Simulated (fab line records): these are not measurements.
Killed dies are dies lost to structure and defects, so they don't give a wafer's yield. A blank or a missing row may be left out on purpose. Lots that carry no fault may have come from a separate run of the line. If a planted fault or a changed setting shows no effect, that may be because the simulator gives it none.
Which tool did it? | flow sfq-line | 14 lots with 42 wafers sampled at 6 steps, on a route of 325 steps

WHAT THE GAUGES READ, wafer by wafer
SFQ_C5_OVL_MEAS_937. Usual: for C5_OVL the level is 1 nm and the standard deviation is 5.2.
lot  | measured     | on         | C5_OVL (nm) | flag
L297 | day 62 21:47 | overlay-02 | 1 7 1       |
L299 | day 63 00:11 | overlay-02 | 3 2 -5      |
L300 | day 63 01:23 | overlay-02 | 1 0 2       |
L301 | day 70 07:06 | overlay-01 | -3 -6 -7    |
L303 | day 71 00:53 | overlay-01 | 0 1 0       |
L307 | day 75 20:00 | overlay-01 | - - -       | OFF
L308 | day 75 22:24 | overlay-01 | - - -       | OFF
L311 | day 76 05:37 | overlay-02 | 3 4 3       |
L314 | day 76 15:12 | overlay-01 | -4 -5 7     |
L315 | day 77 02:59 | overlay-02 | 3 5 7       |
L317 | day 77 15:29 | overlay-02 | 7 -2 6      |
L318 | day 77 16:41 | overlay-02 | -1 2 5      |
L319 | day 77 20:45 | overlay-02 | -1 -6 -3    |
L320 | day 77 23:10 | overlay-02 | -1 1 3      |

SFQ_M6_OVL_MEAS_940. Usual: for M6_OVL the level is 6 nm and the standard deviation is 4.7.
lot  | measured     | on         | M6_OVL (nm) | flag
L297 | day 68 10:34 | overlay-02 | 5 7 6       |
L299 | day 68 15:23 | overlay-02 | 15 10 9     |
L300 | day 68 16:42 | overlay-02 | -2 -2 5     |
L301 | day 71 22:03 | overlay-01 | 0 -1 -1     |
L303 | day 72 00:26 | overlay-01 | 9 8 3       |
L307 | day 75 23:27 | overlay-02 | - - -       | OFF
L308 | day 76 02:27 | overlay-02 | - - -       | OFF
L311 | day 76 09:40 | overlay-02 | 6 4 3       |
L314 | day 76 19:23 | overlay-01 | 2 0 11      |
L315 | day 77 06:58 | overlay-02 | 9 11 7      |
L317 | day 77 19:32 | overlay-02 | 13 4 13     |
L318 | day 77 21:56 | overlay-02 | 9 8 9       |
L319 | day 78 02:26 | overlay-01 | 3 10 7      |
L320 | day 78 04:43 | overlay-02 | 9 7 7       |

WHICH TOOL RAN EACH LOT (tool, then ch and the chambers of the sampled wafers, then the start)
lot  | SFQ_TRILAYER_M2_BARC_OPEN_METAL_ETCH_077 | SFQ_TRILAYER_M2_ETCH_METAL_ETCH_060 | SFQ_TRILAYER_I2_VIA_LITHO_EXPOSE_068 | SFQ_TRILAYER_I4_DEP_PECVD_099
L297 | rie-metal-01 ch 0,1, day 15 21:49        | rie-metal-01 ch 0,1, day 15 21:53   | krf-scanner-01 ch 0, day 20 15:02    | pecvd-02 ch 1,2, day 39 14:34
L299 | rie-metal-03 ch 0,1, day 18 09:22        | rie-metal-03 ch 0,1, day 18 09:26   | krf-scanner-02 ch 0, day 26 04:34    | pecvd-04 ch 0,2, day 40 11:16
L300 | rie-metal-01 ch 0,1, day 18 10:34        | rie-metal-01 ch 0,1, day 18 10:38   | krf-scanner-01 ch 0, day 26 08:49    | pecvd-01 ch 0,1,2, day 40 12:10
L301 | rie-metal-01 ch 0,1, day 29 08:28        | rie-metal-01 ch 0,1, day 29 08:31   | krf-scanner-01 ch 0, day 30 00:05    | pecvd-02 ch 0,2, day 42 21:34
L303 | rie-metal-02 ch 0,1, day 30 18:23        | rie-metal-02 ch 0,1, day 30 18:26   | krf-scanner-01 ch 0, day 31 02:47    | pecvd-02 ch 0,2, day 43 18:41
L307 | rie-metal-03 ch 0,1, day 33 03:55        | rie-metal-03 ch 0,1, day 33 03:58   | krf-scanner-01, day 38 18:04         | pecvd-04 ch 0,2, day 46 07:53
L308 | rie-metal-01 ch 0,1, day 33 18:11        | rie-metal-01 ch 0,1, day 33 18:15   | krf-scanner-01, day 39 04:52         | pecvd-04 ch 0,2, day 46 13:53
L311 | rie-metal-01 ch 0,1, day 35 10:17        | rie-metal-01 ch 0,1, day 35 10:20   | krf-scanner-01 ch 0, day 41 06:16    | pecvd-04 ch 0,1,2, day 49 02:07
L314 | rie-metal-01 ch 1, day 35 17:29          | rie-metal-01 ch 1, day 35 17:36     | krf-scanner-01 ch 0, day 41 23:52    | pecvd-01 ch 1,2, day 49 13:47
L315 | rie-metal-03 ch 0,1, day 35 18:41        | rie-metal-03 ch 0,1, day 35 18:44   | krf-scanner-01 ch 0, day 42 04:52    | pecvd-02 ch 0,2, day 49 16:37
L317 | rie-metal-02 ch 1, day 41 01:36          | rie-metal-02 ch 1, day 41 01:43     | krf-scanner-02 ch 0, day 47 01:01    | pecvd-01 ch 0,2, day 49 23:50
L318 | rie-metal-03 ch 0,1, day 41 04:00        | rie-metal-03 ch 0,1, day 41 04:04   | krf-scanner-02 ch 0, day 47 04:37    | pecvd-02 ch 0,1, day 50 04:37
L319 | rie-metal-02 ch 1, day 41 06:26          | rie-metal-02 ch 1, day 41 06:37     | krf-scanner-02 ch 0, day 47 07:25    | pecvd-02 ch 0,1,2, day 50 09:25
L320 | rie-metal-01 ch 0,1, day 41 09:16        | rie-metal-01 ch 0,1, day 41 09:21   | krf-scanner-02 ch 0, day 47 12:25    | pecvd-02 ch 0,1,2, day 50 13:03
- SFQ_TRILAYER_M2_BARC_OPEN_METAL_ETCH_077: etches BARC in O2, target depth 125 nm, time 41.7 s.
- SFQ_TRILAYER_M2_ETCH_METAL_ETCH_060: etches Nb in Cl2/Ar, stops on SiO2, target depth 240 nm, time 120 s.
- SFQ_TRILAYER_I2_VIA_LITHO_EXPOSE_068: exposes mask I2, target cd 500 nm.
- SFQ_TRILAYER_I4_DEP_PECVD_099: deposits SiO2 from SiH4/N2O, time 111.11 s, target thk 500 nm.

WHAT THE TOOLS THEMSELVES READ (means of the sampled wafers that have a number; where no wafer has one, the mark that the record gives instead)
SFQ_TRILAYER_M2_BARC_OPEN_METAL_ETCH_077. Usual: bias-w 79.98 W, standard deviation 0.23; chamber-pressure-mTorr 10.001 mTorr, standard deviation 0.0089; drypump-motor-current-A 5.8 A, standard deviation 0.54; oes-product-au 0.685 a.u., standard deviation 0.0043.
lot  | tool         | bias-w (W) | chamber-pressure-mTorr (mTorr) | drypump-motor-current-A (A) | oes-product-au (a.u.) | flag
L297 | rie-metal-01 | 80.15      | 10.003                         | 5.9                         | 0.682                 |
L299 | rie-metal-03 | 79.91      | 10.005                         | 6.3                         | 0.683                 |
L300 | rie-metal-01 | 79.98      | 9.999                          | 5.9                         | 0.684                 |
L301 | rie-metal-01 | 80.05      | 10.002                         | 5.6                         | 0.682                 |
L303 | rie-metal-02 | 79.81      | 10.002                         | 5.5                         | 0.689                 |
L307 | rie-metal-03 | -          | -                              | -                           | -                     | OFF
L308 | rie-metal-01 | -          | -                              | -                           | -                     | OFF
L311 | rie-metal-01 | 79.92      | 10.009                         | 5.6                         | 0.686                 |
L314 | rie-metal-01 | 79.99      | 10.004                         | 6.2                         | 0.685                 |
L315 | rie-metal-03 | 80.03      | 10.001                         | 6.4                         | 0.687                 |
L317 | rie-metal-02 | 79.98      | 10.003                         | 5.2                         | 0.686                 |
L318 | rie-metal-03 | 80.18      | 10.003                         | 6.3                         | 0.686                 |
L319 | rie-metal-02 | 79.93      | 10.009                         | 5.2                         | 0.682                 |
L320 | rie-metal-01 | 79.87      | 9.997                          | 5.9                         | 0.688                 |

SFQ_TRILAYER_M2_ETCH_METAL_ETCH_060. Usual: bias-w 80.02 W, standard deviation 0.23; chamber-pressure-mTorr 10.002 mTorr, standard deviation 0.0096; drypump-motor-current-A 5.8 A, standard deviation 0.54; oes-product-au 0.894 a.u., standard deviation 0.0059.
lot  | tool         | bias-w (W) | chamber-pressure-mTorr (mTorr) | drypump-motor-current-A (A) | oes-product-au (a.u.) | flag
L297 | rie-metal-01 | 80.07      | 10.009                         | 5.9                         | 0.896                 |
L299 | rie-metal-03 | 80.13      | 9.993                          | 6.3                         | 0.890                 |
L300 | rie-metal-01 | 80.02      | 10.000                         | 5.9                         | 0.895                 |
L301 | rie-metal-01 | 79.82      | 9.997                          | 5.6                         | 0.895                 |
L303 | rie-metal-02 | 80.16      | 10.003                         | 5.5                         | 0.892                 |
L307 | rie-metal-03 | 80.03      | 10.004                         | 6.3                         | 0.379                 | OFF
L308 | rie-metal-01 | 79.87      | 10.000                         | 5.9                         | 0.378                 | OFF
L311 | rie-metal-01 | 80.15      | 9.999                          | 5.6                         | 0.888                 |
L314 | rie-metal-01 | 80.10      | 9.999                          | 6.2                         | 0.895                 |
L315 | rie-metal-03 | 80.08      | 9.997                          | 6.4                         | 0.897                 |
L317 | rie-metal-02 | 80.07      | 9.999                          | 5.2                         | 0.892                 |
L318 | rie-metal-03 | 79.98      | 10.008                         | 6.3                         | 0.890                 |
L319 | rie-metal-02 | 80.01      | 10.003                         | 5.2                         | 0.897                 |
L320 | rie-metal-01 | 80.12      | 10.002                         | 5.9                         | 0.890                 |

SFQ_TRILAYER_I2_VIA_LITHO_EXPOSE_068. Usual: exposure-dose-mJ-cm2 21.303, standard deviation 0.02; focus-offset-nm 0.1 nm, standard deviation 0.53.
lot  | tool           | exposure-dose-mJ-cm2 | focus-offset-nm (nm) | flag
L297 | krf-scanner-01 | 21.268               | 0.1                  |
L299 | krf-scanner-02 | 21.303               | 0.8                  |
L300 | krf-scanner-01 | 21.268               | 0.7                  |
L301 | krf-scanner-01 | 21.340               | -0.1                 |
L303 | krf-scanner-01 | 21.283               | -0.5                 |
L307 | krf-scanner-01 | -                    | -                    | OFF
L308 | krf-scanner-01 | -                    | -                    | OFF
L311 | krf-scanner-01 | 21.297               | 0.7                  |
L314 | krf-scanner-01 | 21.304               | 0.1                  |
L315 | krf-scanner-01 | 21.313               | 0.5                  |
L317 | krf-scanner-02 | 21.288               | 0.0                  |
L318 | krf-scanner-02 | 21.287               | 0.2                  |
L319 | krf-scanner-02 | 21.306               | 0.8                  |
L320 | krf-scanner-02 | 21.317               | -0.2                 |

SFQ_TRILAYER_I4_DEP_PECVD_099. Usual: heater-power-w 80 W, standard deviation 13; throttle-valve-pct 24.2 %, standard deviation 1.2.
lot  | tool     | heater-power-w (W) | throttle-valve-pct (%) | flag
L297 | pecvd-02 | 81                 | 25.0                   |
L299 | pecvd-04 | 67                 | 24.5                   |
L300 | pecvd-01 | 90                 | 23.9                   |
L301 | pecvd-02 | 91                 | 23.1                   |
L303 | pecvd-02 | 91                 | 23.2                   |
L307 | pecvd-04 | 70                 | 24.9                   |
L308 | pecvd-04 | 68                 | 25.4                   |
L311 | pecvd-04 | 73                 | 25.2                   |
L314 | pecvd-01 | 89                 | 25.4                   |
L315 | pecvd-02 | 96                 | 23.8                   |
L317 | pecvd-01 | 94                 | 25.3                   |
L318 | pecvd-02 | 84                 | 23.7                   |
L319 | pecvd-02 | 83                 | 23.6                   |
L320 | pecvd-02 | 81                 | 23.4                   |

THE ANSWER, worked out from the rows above alone
Rule: a lot is off if the mean of its wafers that have a number lies more than 3 standard deviations from the usual mean. A lot without any number at a reading at which 4 lots or more have one is off too. All remaining lots with rows at the step are treated as sound. After the gauges, taken in route order, come the tools' own readings; for these a lot's mean is taken, as printed above. The first step at which some lot is off is used, and at that step the reading that is off furthest; a lot without a number counts as furthest.
Off: L307, L308, seen at SFQ_C5_OVL_MEAS_937 (C5_OVL). Without a number there: L307, L308.
A tool fits if, at a process step before that reading, it ran every lot that is off, and no sound lot after the first of them. Not tried: the gauges at SFQ_C5_OVL_MEAS_937; whatever is off there is also off at SFQ_M6_OVL_MEAS_940, on other tools, and gauge error can't account for it. Of those tried, none fits.

WHAT THE SIMULATOR HAD PUT IN
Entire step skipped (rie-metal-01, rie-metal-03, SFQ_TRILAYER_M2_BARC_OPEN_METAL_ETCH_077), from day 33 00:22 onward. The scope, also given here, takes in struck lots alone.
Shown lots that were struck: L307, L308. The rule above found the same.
